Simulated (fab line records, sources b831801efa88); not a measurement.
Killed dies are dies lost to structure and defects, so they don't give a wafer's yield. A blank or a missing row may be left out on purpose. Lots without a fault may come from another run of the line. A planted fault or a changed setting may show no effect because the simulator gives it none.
fab line records | flow sky130
record lots=12 wafers=36 last_day=49
route steps=708 shown FIELD_ISO@15 SONOS_TUNNEL@161 POLY_GATE@224 LDD_P@262 PAD_OPEN@708
lots that met no fault: from a run of the same line without faults
start_h: hours from the record's first day to the start of the lot's first wafer shown | wait_h: hours since the lot's step before | " the same as in the row above | L1.1+2: a row that stands for several wafers | - no value, or no start given | * or withheld: withheld | < > ~ a bound
route shown NAME@n: a module of which the file shows steps, and the number in the route of the first | usual: mean/standard deviation of fault-free wafers | same: alike in all rows | chamber/n: place in a boat | sites: the reading at each site | _std_site: their standard deviation | _edge_site: outer sites' mean less inner sites' | radius_mm: how far each site lies from the wafer's centre | mask NAME#n: copy n | behind: the tool/chamber that last shaped the wafer | hold: why the lot was held/for how many hours/how that ended | device: the transistor (n, p or np) that didn't switch | end of line: the same wafers' tests at the end of the route | a step without rows: its recipe alone | killed: dies lost to structure and defects at the first sort, not the wafer's yield | map: a wafer's dies, x killed, . not, _ none there
set.NAME: the setting as run; set.NAME@STEP: as run at that earlier step | model.NAME: the simulator's own value behind a step, which no gauge read
steps of the route over a sample of lots; a table a step, a row a wafer
services: from which hour (start_h, from the record's first day; less than 0 if before it) a tool's chamber was out of use, for how many hours, and why
## steps
# step SKY_FIELD_ISO_ETCH_14
# recipe chemistry=N2/H2 target=BARC ion_energy_ev=200 source_w=500 bias_w=100 pressure_mtorr=30 n2_flow_sccm=100 h2_flow_sccm=200 stop_on=SiO2 time_s=45.9 target_depth_a=600
# usual chamber_pressure_mTorr=30.003/0.025 drypump_motor_current_A=5.6/0.39 oes_product_au=0.854/0.0043 throttle_valve_pct=13.225/0.009
# same time_s=45.9
# columns lot.wafer tool chamber start_h wait_h chamber_pressure_mTorr drypump_motor_current_A oes_product_au rf_hours_counter_h throttle_valve_pct
L974.2 rie_diel-04 3 27.28 0.1 29.950 6.0 0.856 58 13.223
L974.3 " 2 " " 30.017 6.0 0.858 75 13.217
L974.4 " 0 " " 29.992 5.5 0.844 3 13.218
L975.2 rie_diel-02 1 34.68 0.1 30.019 5.1 0.852 84 13.205
L975.3 " 2 " " 30.023 5.2 0.858 149 13.228
L975.6 " 3 " " 29.973 6.2 0.865 - 13.213
L976.3 rie_diel-01 3 38.39 0.1 30.000 6.0 0.849 99 13.221
L976.5 " 2 " " 30.043 5.3 0.857 - 13.232
L976.6 " 1 " " 29.988 5.6 0.857 - 13.216
L978.2 rie_diel-04 2 49.13 0.1 30.008 6.0 0.856 75 13.217
L978.3 " 3 " " 29.980 6.0 0.849 59 13.221
L978.5 " 2 " " 29.998 6.0 0.847 - 13.225
L979.1 rie_diel-02 3 54.13 0.1 30.003 6.2 0.857 169 13.224
L979.5 " 1 " " 30.023 5.1 0.852 - 13.220
L979.6 " 2 " " 29.975 5.2 0.850 - 13.226
L980.1 rie_diel-01 2 58.24 0.1 30.032 5.3 0.850 71 13.237
L980.3 " 0 " " 30.030 5.8 0.855 15 13.227
L980.5 " 1 " " 30.007 5.6 0.846 - 13.218
L981.1 rie_diel-01 3 64.39 0.1 30.029 6.1 0.851 99 13.227
L981.2 " 1 " " 29.993 5.6 0.856 96 13.236
L981.3 " 0 " " 29.997 5.8 0.856 15 13.217
L982.1 rie_diel-01 1 70.88 0.1 30.044 5.6 0.854 97 13.226
L982.4 " 2 " " 30.038 5.3 0.855 71 13.222
L982.6 " 0 " " 30.036 5.8 0.856 - 13.226
L983.1 rie_diel-04 3 75.93 0.1 29.996 6.0 0.853 59 13.205
L983.5 " 2 " " 29.982 6.0 0.853 - 13.226
L983.6 " 3 " " 29.965 6.0 0.851 - 13.218
L984.2 rie_diel-04 2 79.64 0.1 30.043 6.0 0.858 75 13.224
L984.3 " 0 " " 30.031 5.5 0.855 4 13.225
L984.6 " 3 " " 30.038 5.9 0.855 - 13.224
L985.1 rie_diel-01 3 86.23 0.1 30.005 6.0 0.852 99 13.221
L985.3 " 0 " " 29.968 5.8 0.850 15 13.229
L985.4 " 2 " " 30.024 5.3 0.846 71 13.214
L991.1 rie_diel-02 0 117.63 0.1 30.025 5.5 0.863 102 13.238
L991.2 " 3 " " 29.994 6.2 0.854 0 13.231
L991.5 " 3 " " 29.998 6.2 0.854 - 13.239
# step SKY_SONOS_TUNNEL_CD_MEAS_07
# recipe target_cd_nm=410
# usual cd_nm=410.6/2.2
# columns lot.wafer tool chamber start_h wait_h cd_nm
L974.2 cd_sem-02 - 235.94 0.1 412.1
L974.3 " - " " 409.9
L974.4 " - " " 410.0
L975.2 cd_sem-01 - 248.73 0.1 412.6
L975.3 " - " " 411.5
L975.6 " - " " 416.5
L976.3 cd_sem-01 - 258.91 0.1 409.0
L976.5 " - " " 406.7
L976.6 " - " " 407.4
L978.2 cd_sem-01 - 279.04 0.1 411.5
L978.3 " - " " 409.9
L978.5 " - " " 411.4
L979.1 cd_sem-02 - 280.57 0.1 409.1
L979.5 " - " " 410.5
L979.6 " - " " 407.6
L980.1 cd_sem-01 - 290.12 0.1 412.0
L980.3 " - " " 409.9
L980.5 " - " " 410.9
L981.1 cd_sem-01 - 302.92 0.1 412.9
L981.2 " - " " 410.7
L981.3 " - " " 409.2
L982.1 cd_sem-02 - 306.11 0.1 413.9
L982.4 " - " " 415.6
L982.6 " - " " 414.3
L983.1 cd_sem-02 - 318.17 0.1 409.3
L983.5 " - " " 409.2
L983.6 " - " " 410.2
L984.2 cd_sem-01 - 323.63 0.1 410.4
L984.3 " - " " 410.6
L984.6 " - " " 411.6
L985.1 cd_sem-01 - 335.12 0.1 406.0
L985.3 " - " " 405.4
L985.4 " - " " 406.3
L991.1 cd_sem-01 - 378.92 0.1 410.5
L991.2 " - " " 409.4
L991.5 " - " " 409.6
# step SKY_POLY_GATE_EXPOSE_10
# recipe mask_id=P1M na=0.68 source_shape=conventional sigma_outer=0.6 target_cd_nm=150 dose_mj=28
# usual reticle_temp_C=22.98/0.1
# columns lot.wafer tool chamber start_h wait_h mask reticle_temp_C
L974.2 krf_scanner-02 0 339.43 - P1M#0 22.96
L974.3 " 0 " " P1M#0 22.96
L974.4 " 0 " " P1M#0 22.94
L975.2 krf_scanner-01 0 358.23 - P1M#0 23.10
L975.3 " 0 " " P1M#0 23.11
L975.6 " 0 " " P1M#0 23.00
L976.3 krf_scanner-02 0 366.88 - P1M#0 23.00
L976.5 " 0 " " P1M#0 23.05
L976.6 " 0 " " P1M#0 22.89
L978.2 krf_scanner-01 0 390.06 - P1M#0 23.02
L978.3 " 0 " " P1M#0 22.96
L978.5 " 0 " " P1M#0 23.11
L979.1 krf_scanner-02 0 392.30 - P1M#0 23.01
L979.5 " 0 " " P1M#0 23.06
L979.6 " 0 " " P1M#0 22.83
L980.1 krf_scanner-02 0 402.17 - P1M#0 23.10
L980.3 " 0 " " P1M#0 22.92
L980.5 " 0 " " P1M#0 22.96
L981.1 krf_scanner-02 0 413.07 - P1M#0 22.70
L981.2 " 0 " " P1M#0 23.09
L981.3 " 0 " " P1M#0 22.78
L982.1 krf_scanner-02 0 421.27 - P1M#0 23.02
L982.4 " 0 " " P1M#0 22.96
L982.6 " 0 " " P1M#0 22.85
L983.1 krf_scanner-02 0 432.61 - P1M#0 22.85
L983.5 " 0 " " P1M#0 23.01
L983.6 " 0 " " P1M#0 22.81
L984.2 krf_scanner-01 0 440.96 - P1M#0 22.81
L984.3 " 0 " " P1M#0 22.81
L984.6 " 0 " " P1M#0 22.93
L985.1 krf_scanner-02 0 452.75 - P1M#0 22.91
L985.3 " 0 " " P1M#0 23.00
L985.4 " 0 " " P1M#0 23.07
L991.1 krf_scanner-01 0 500.90 - P1M_R1#0 23.04
L991.2 " 0 " " P1M_R1#0 23.07
L991.5 " 0 " " P1M_R1#0 23.04
# step SKY_POLY_GATE_CD_MEAS_13
# recipe target_cd_nm=150
# usual cd_nm=149.8/1.3
# columns lot.wafer tool chamber start_h wait_h cd_nm
L974.2 cd_sem-02 - 352.99 - 149.2
L974.3 " - " " 149.0
L974.4 " - " " 151.5
L975.2 cd_sem-01 - 372.24 - 151.5
L975.3 " - " " 152.1
L975.6 " - " " 152.0
L976.3 cd_sem-01 - 380.91 - 147.8
L976.5 " - " " 147.8
L976.6 " - " " 149.2
L978.2 cd_sem-01 - 404.79 - 148.7
L978.3 " - " " 149.8
L978.5 " - " " 149.6
L979.1 cd_sem-02 - 407.51 - 150.0
L979.5 " - " " 149.3
L979.6 " - " " 148.5
L980.1 cd_sem-01 - 417.32 - 149.7
L980.3 " - " " 151.0
L980.5 " - " " 150.4
L981.1 cd_sem-02 - 428.06 - 149.2
L981.2 " - " " 147.5
L981.3 " - " " 148.4
L982.1 cd_sem-02 - 436.47 - 149.2
L982.4 " - " " 149.3
L982.6 " - " " 147.9
L983.1 cd_sem-02 - 448.11 - 152.1
L983.5 " - " " 149.8
L983.6 " - " " 149.1
L984.2 cd_sem-01 - 455.93 - 147.5
L984.3 " - " " 146.6
L984.6 " - " " 147.2
L985.1 cd_sem-02 - 467.46 - 150.1
L985.3 " - " " 150.3
L985.4 " - " " 150.6
L991.1 cd_sem-01 - 515.76 - 162.4
L991.2 " - " " 162.6
L991.5 " - " " 162.2
# step SKY_LDD_P_CD_MEAS_07
# recipe target_cd_nm=380
# usual cd_nm=380.4/2.3
# columns lot.wafer tool chamber start_h wait_h cd_nm
L974.2 cd_sem-01 - 417.99 0.1 379.5
L974.3 " - " " 380.2
L974.4 " - " " 376.3
L975.2 cd_sem-01 - 435.13 0.1 383.3
L975.3 " - " " 383.9
L975.6 " - " " 384.8
L976.3 cd_sem-01 - 445.50 0.1 381.0
L976.5 " - " " 380.3
L976.6 " - " " 380.6
L978.2 cd_sem-01 - 470.13 0.1 379.3
L978.3 " - " " 380.9
L978.5 " - " " 380.1
L979.1 cd_sem-02 - 471.46 0.1 379.5
L979.5 " - " " 379.4
L979.6 " - " " 378.5
L980.1 cd_sem-01 - 482.41 0.1 380.3
L980.3 " - " " 383.4
L980.5 " - " " 382.4
L981.1 cd_sem-01 - 492.51 0.1 382.3
L981.2 " - " " 382.2
L981.3 " - " " 377.8
L982.1 cd_sem-02 - 501.97 0.1 380.6
L982.4 " - " " 382.2
L982.6 " - " " 379.3
L983.1 cd_sem-02 - 515.17 0.1 382.7
L983.5 " - " " 381.2
L983.6 " - " " 385.4
L984.2 cd_sem-02 - 519.84 0.1 379.7
L984.3 " - " " 380.1
L984.6 " - " " 380.5
L985.1 cd_sem-02 - 530.61 0.1 375.6
L985.3 " - " " 375.9
L985.4 " - " " 375.6
L991.1 cd_sem-01 - 579.76 0.1 381.2
L991.2 " - " " 380.3
L991.5 " - " " 379.7
# step SKY_PAD_OPEN_PROBE_99
# usual killed_at_M0_to_M3=43/7 killed_at_M4_up=3.0/1.9 killed_at_contacts=24/4.6 killed_at_front_end=15/4.1 killed_at_other=0.3/0.52 killed_dies=84/9.7 killed_open=46/6.9 killed_short=38/6.8
# same gross_dies=492 killed_at_back_side=0
# columns lot.wafer tool chamber start_h wait_h killed_at_M0_to_M3 killed_at_M4_up killed_at_contacts killed_at_front_end killed_at_other killed_dies killed_open killed_short
L991.1 prober-01 - 1169.28 0.1 47 4 27 11 0 89 53 35
L991.2 prober-01 - 1169.33 0.1 39 1 34 9 0 83 49 32
# killed by level:class
L991.1 CONTACT:geometric_particle:open=15 VIA3:geometric_particle:open=9 VIA1:geometric_particle:open=8 CONTACT:geometric_particle:short=5 LI_CONTACT:geometric_particle:open=4 VIA3:geometric_particle:short=4 VIA1:geometric_particle:short=4 VIA2:geometric_particle:short=4
L991.2 CONTACT:geometric_particle:open=18 VIA1:geometric_particle:open=14 CONTACT:geometric_particle:short=10 METAL1:geometric_particle:short=8 VIA3:geometric_particle:open=5 METAL2:geometric_particle:short=4 POLY_GATE:geometric_particle:open=3 FIELD_ISO:geometric_particle:open=2
## services
# columns tool chamber start_h hours kind
krf_scanner-02 - 35.45 1.3 pm
rie_diel-01 2 60.52 3.3 repair
krf_scanner-02 - 68.60 1.0 pm
krf_scanner-02 - 70.60 0.8 pm
krf_scanner-02 - 95.02 0.4 repair
rie_diel-01 3 96.64 2.7 repair
krf_scanner-02 - 116.27 0.3 repair
rie_diel-01 - 117.37 14.6 pm
rie_diel-01 2 143.46 6.8 repair
krf_scanner-02 - 151.03 4.4 pm
rie_diel-01 - 197.42 4.3 pm
krf_scanner-02 - 211.35 1.3 pm
krf_scanner-02 - 237.60 1.0 pm
krf_scanner-02 - 239.61 0.8 pm
rie_diel-01 3 244.72 2.5 repair
rie_diel-01 0 251.38 1.4 repair
krf_scanner-02 - 312.40 0.9 repair
krf_scanner-02 - 340.31 7.2 pm
krf_scanner-02 - 352.51 0.8 repair
rie_diel-01 - 365.83 0.4 repair
krf_scanner-02 - 387.25 1.3 pm
krf_scanner-02 - 394.02 1.6 repair
krf_scanner-02 - 406.60 1.0 pm
krf_scanner-02 - 408.60 0.8 pm
## key
first_sign step=SKY_POLY_GATE_EXPOSE_10 reading=mask direction=changed
effect step=SKY_POLY_GATE_CD_MEAS_13 reading=cd_nm direction=up sigmas=9.6 usual=149.8 struck=162.4
met_at SKY_POLY_GATE_EXPOSE_10
struck_lots L991
tester_left_out L991
not_acting_at SKY_FIELD_ISO_ETCH_14,SKY_SONOS_TUNNEL_CD_MEAS_07,SKY_LDD_P_CD_MEAS_07
onset_between 440.96 500.90
fault kind=wrong_mask tool=any chamber=- onset_h=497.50 steps=SKY_POLY_GATE_EXPOSE_10 aux_copy=P1M_R1#0 cd_offset_nm=11 scope=struck_lots_only
# tester_left_out: of these lots the tester's yield and bins aren't shown, on N5 and GAA mostly nor the transistor test; their killed dies are dies lost to structure and defects alone, not to doping, threshold or leakage, so they don't give the yield
